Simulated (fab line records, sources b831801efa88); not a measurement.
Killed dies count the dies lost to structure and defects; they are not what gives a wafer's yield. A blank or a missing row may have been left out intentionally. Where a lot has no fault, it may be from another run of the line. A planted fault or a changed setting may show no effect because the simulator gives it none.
Which of the tools did it? | flow sky130 | Sampling: 13 lots, 39 wafers, 6 of 708 route steps

WHAT THE GAUGES READ, wafer by wafer
SKY_LDD_P_CD_MEAS_07: the cd target is 380 nm.
lot  | measured     | on        | cd nm (nm)
L827 | day 19 00:23 | cd sem-02 | 378.0 380.6 377.6
L828 | day 20 00:02 | cd sem-02 | 380.3 378.4 381.1
L831 | day 20 09:58 | cd sem-01 | 379.2 379.6 380.4
L832 | day 21 06:22 | cd sem-02 | 379.9 379.3 382.3
L834 | day 22 01:58 | cd sem-01 | 383.6 380.0 380.6
L837 | day 22 22:42 | cd sem-01 | 378.9 379.6 381.4
L843 | day 24 22:53 | cd sem-02 | 379.6 380.7 381.3
L844 | day 25 20:31 | cd sem-01 | 378.5 379.0 377.3
L846 | day 26 03:55 | cd sem-01 | 378.6 379.9 379.1
L845 | day 26 07:10 | cd sem-01 | 377.9 377.2 378.7
L847 | day 26 09:56 | cd sem-02 | 381.1 381.8 382.1
L848 | day 26 11:43 | cd sem-01 | 380.2 378.4 380.3
L850 | day 27 03:31 | cd sem-01 | 378.6 379.1 377.3

SKY_LDD_P_OVL_MEAS_08.
lot  | measured     | on         | LDD_P_OVL (nm)
L827 | day 19 00:28 | overlay-01 | -1.2 -1.8 -2.5
L828 | day 20 00:09 | overlay-02 | -1.2 -3.7 0.3
L831 | day 20 10:05 | overlay-01 | -1.9 -1.9 -2.7
L832 | day 21 06:29 | overlay-01 | -0.7 -1.6 -2.1
L834 | day 22 02:02 | overlay-02 | 0.3 0.3 0.9
L837 | day 22 22:49 | overlay-01 | -1.3 -1.7 0.0
L843 | day 24 22:59 | overlay-02 | 1.8 0.4 0.6
L844 | day 25 20:38 | overlay-01 | 0.7 1.8 2.2
L846 | day 26 04:02 | overlay-01 | -3.1 -1.9 -2.6
L845 | day 26 07:15 | overlay-01 | 2.3 -1.4 0.0
L847 | day 26 10:02 | overlay-02 | -1.3 -1.8 -0.8
L848 | day 26 11:48 | overlay-01 | -1.8 -0.7 0.0
L850 | day 27 03:38 | overlay-01 | 0.2 0.6 1.7

SKY_LDD_P_TW_MEAS_11.
lot  | measured     | on            | LDD_P_TW
L827 | day 19 00:46 | film metro-04 | 636 637 640
L828 | day 20 00:27 | film metro-04 | 633 636 638
L831 | day 20 10:22 | film metro-03 | 636 639 636
L832 | day 21 06:46 | film metro-04 | 629 631 630
L834 | day 22 02:20 | film metro-04 | 637 636 633
L837 | day 22 23:07 | film metro-04 | 30 30 30
L843 | day 24 23:17 | film metro-02 | 625 625 628
L844 | day 25 20:55 | film metro-02 | 631 631 631
L846 | day 26 04:19 | film metro-02 | 626 629 627
L845 | day 26 07:32 | film metro-02 | 631 633 631
L847 | day 26 10:20 | film metro-02 | 631 630 630
L848 | day 26 12:06 | film metro-02 | 631 631 630
L850 | day 27 03:55 | film metro-02 | 629 630 630

TOOL THAT RAN EACH LOT (tool first, then ch and the chambers of the sampled wafers, then the start)
lot  | SKY_POLY_GATE_ETCH_17            | SKY_LDD_N_STRIP_16                   | SKY_LDD_P_STRIP_10
L827 | rie si-02 ch 2,3, day 16 09:37   | plasma asher-01 ch 0,1, day 17 18:08 | plasma asher-01 ch 0,1, day 19 00:40
L828 | rie si-02 ch 1,2, day 17 07:13   | plasma asher-01 ch 0,1, day 18 16:17 | plasma asher-01 ch 0,1, day 20 00:20
L831 | rie si-02 ch 1,2,3, day 17 16:57 | plasma asher-03 ch 0,1, day 19 03:07 | plasma asher-03 ch 0,1, day 20 10:16
L832 | rie si-02 ch 0,1,2, day 18 09:37 | plasma asher-01 ch 0,1, day 19 23:13 | plasma asher-01 ch 0,1, day 21 06:40
L834 | rie si-01 ch 0,1,2, day 19 08:23 | plasma asher-04 ch 0,1, day 20 19:21 | plasma asher-01 ch 0,1, day 22 02:14
L837 | rie si-01 ch 1,2,3, day 20 05:51 | plasma asher-04 ch 0,1, day 21 16:31 | plasma asher-02 ch 0,1, day 22 23:01
L843 | rie si-01 ch 0,1,3, day 22 04:46 | plasma asher-04 ch 0,1, day 23 16:45 | plasma asher-01 ch 0,1, day 24 23:10
L844 | rie si-02 ch 0,1,2, day 23 04:46 | plasma asher-04 ch 0,1, day 24 14:47 | plasma asher-01 ch 0,1, day 25 20:49
L846 | rie si-01 ch 2,3, day 23 14:16   | plasma asher-03 ch 1, day 24 23:01   | plasma asher-01 ch 0,1, day 26 04:13
L845 | rie si-02 ch 0,1,2, day 23 18:10 | plasma asher-01 ch 0,1, day 25 02:38 | plasma asher-02 ch 0,1, day 26 07:28
L847 | rie si-01 ch 0,1,3, day 23 20:22 | plasma asher-04 ch 0,1, day 25 05:02 | plasma asher-03 ch 0,1, day 26 10:13
L848 | rie si-02 ch 2,3, day 23 21:43   | plasma asher-04 ch 0,1, day 25 06:30 | plasma asher-01 ch 0,1, day 26 12:00
L850 | rie si-02 ch 0,1,3, day 24 14:37 | plasma asher-01 ch 0,1, day 25 22:42 | plasma asher-02 ch 0,1, day 27 03:49
- SKY_POLY_GATE_ETCH_17: etches poly-Si in HBr/Cl2, stops on SiO2, target depth 180 nm, time 70.5 s.
- SKY_LDD_N_STRIP_16: strips in O2/N2.
- SKY_LDD_P_STRIP_10: strips in O2/N2.

AS READ BY THE TOOLS THEMSELVES (means over the sampled wafers that have a number; for cases with no such wafer, the mark the record gives instead)
SKY_POLY_GATE_ETCH_17.
lot  | tool      | bias w (W) | drypump motor current A (A) | mfc cl2 sccm (sccm) | oes product au (a.u.) | throttle valve pct (%)
L827 | rie si-02 | 99.66      | 6.2                         | 50.20               | 0.991                 | 33.687
L828 | rie si-02 | 99.94      | 5.9                         | 49.87               | 0.985                 | 33.684
L831 | rie si-02 | 99.71      | 6.1                         | 49.99               | 0.987                 | 33.682
L832 | rie si-02 | 99.87      | 6.0                         | 49.94               | 0.976                 | 33.680
L834 | rie si-01 | 100.07     | 5.5                         | 49.96               | 0.984                 | 33.687
L837 | rie si-01 | 99.88      | 5.5                         | 49.99               | 0.982                 | 33.687
L843 | rie si-01 | 100.07     | 5.2                         | 50.04               | 0.990                 | 33.692
L844 | rie si-02 | 99.69      | 6.0                         | 49.97               | 0.987                 | 33.684
L846 | rie si-01 | 100.06     | 5.5                         | 50.00               | 0.977                 | 33.693
L845 | rie si-02 | 100.08     | 6.0                         | 50.09               | 0.981                 | 33.686
L847 | rie si-01 | 99.88      | 5.2                         | 49.96               | 0.990                 | 33.678
L848 | rie si-02 | 99.77      | 6.2                         | 49.94               | 0.986                 | 33.693
L850 | rie si-02 | 100.32     | 6.3                         | 50.08               | 0.982                 | 33.688

SKY_LDD_N_STRIP_16.
lot  | tool            | chamber pressure mTorr (mTorr) | drypump motor current A (A) | oes product au (a.u.) | strip time to endpoint s (s)
L827 | plasma asher-01 | 1500.5                         | 5.55                        | 0.402                 | 4.311
L828 | plasma asher-01 | 1500.9                         | 5.55                        | 0.405                 | 4.329
L831 | plasma asher-03 | 1499.7                         | 5.58                        | 0.403                 | 4.311
L832 | plasma asher-01 | 1499.8                         | 5.52                        | 0.412                 | 4.305
L834 | plasma asher-04 | 1499.2                         | 5.68                        | 0.407                 | 4.308
L837 | plasma asher-04 | 1504.7                         | 5.53                        | 0.639                 | -
L843 | plasma asher-04 | 1501.6                         | 5.51                        | 0.405                 | 4.279
L844 | plasma asher-04 | 1499.0                         | 5.50                        | 0.405                 | 4.314
L846 | plasma asher-03 | 1499.8                         | 5.57                        | 0.401                 | 4.323
L845 | plasma asher-01 | 1498.6                         | 5.55                        | 0.410                 | 4.317
L847 | plasma asher-04 | 1501.5                         | 5.52                        | 0.406                 | 4.301
L848 | plasma asher-04 | 1500.1                         | 5.64                        | 0.408                 | 4.308
L850 | plasma asher-01 | 1500.8                         | 5.56                        | 0.405                 | 4.295

SKY_LDD_P_STRIP_10.
lot  | tool            | chamber pressure mTorr (mTorr) | drypump motor current A (A) | oes product au (a.u.) | strip time to endpoint s (s)
L827 | plasma asher-01 | 1501.2                         | 5.54                        | 0.715                 | 14.18
L828 | plasma asher-01 | 1498.7                         | 5.60                        | 0.713                 | 14.19
L831 | plasma asher-03 | 1500.3                         | 5.58                        | 0.719                 | 14.16
L832 | plasma asher-01 | 1499.4                         | 5.54                        | 0.711                 | 14.14
L834 | plasma asher-01 | 1500.3                         | 5.54                        | 0.717                 | 14.18
L837 | plasma asher-02 | 1501.4                         | 5.11                        | 0.718                 | 17.84
L843 | plasma asher-01 | 1499.4                         | 5.54                        | 0.714                 | 14.17
L844 | plasma asher-01 | 1499.3                         | 5.55                        | 0.713                 | 14.26
L846 | plasma asher-01 | 1500.0                         | 5.52                        | 0.714                 | 14.18
L845 | plasma asher-02 | 1498.9                         | 5.13                        | 0.718                 | 14.17
L847 | plasma asher-03 | 1500.7                         | 5.55                        | 0.713                 | 14.18
L848 | plasma asher-01 | 1500.6                         | 5.53                        | 0.716                 | 14.17
L850 | plasma asher-02 | 1500.3                         | 5.11                        | 0.715                 | 14.22

THE ANSWER, worked out from the rows above alone
Rule: the usual values come from the lots themselves. Put in order of their means at a reading, lots are off if they are a third of the lots or fewer, leave a main group of 4 or more, and stand apart from it by a gap of 3 or more times the standard deviation of the main group's means; of several such gaps the widest counts. If all means in a main group match to the digits the tables above print for the reading, that group is not used. Also off: a lot with no number at a reading for which 4 or more lots have one. All remaining lots with rows at the step are treated as sound. After the gauges, taken in route order, come the tools' own readings; for these a lot's mean is taken, as printed above. At the first step where some lot is off, the reading lying furthest off is the one used; lots without a number count as furthest.
Off: at SKY_LDD_P_TW_MEAS_11 (LDD_P_TW), L837. The main group: mean 632, standard deviation 3.6.
If a tool, at a process step before that reading, ran all the lots that are off and no sound lot after the first of them, it fits. The gauges at SKY_LDD_P_TW_MEAS_11 aren't tried: what is off there is off at SKY_LDD_N_STRIP_16 too, on other tools, and a gauge's error can't cause that. Of those tried, none fits.

WHAT HAD BEEN PUT IN BY THE SIMULATOR
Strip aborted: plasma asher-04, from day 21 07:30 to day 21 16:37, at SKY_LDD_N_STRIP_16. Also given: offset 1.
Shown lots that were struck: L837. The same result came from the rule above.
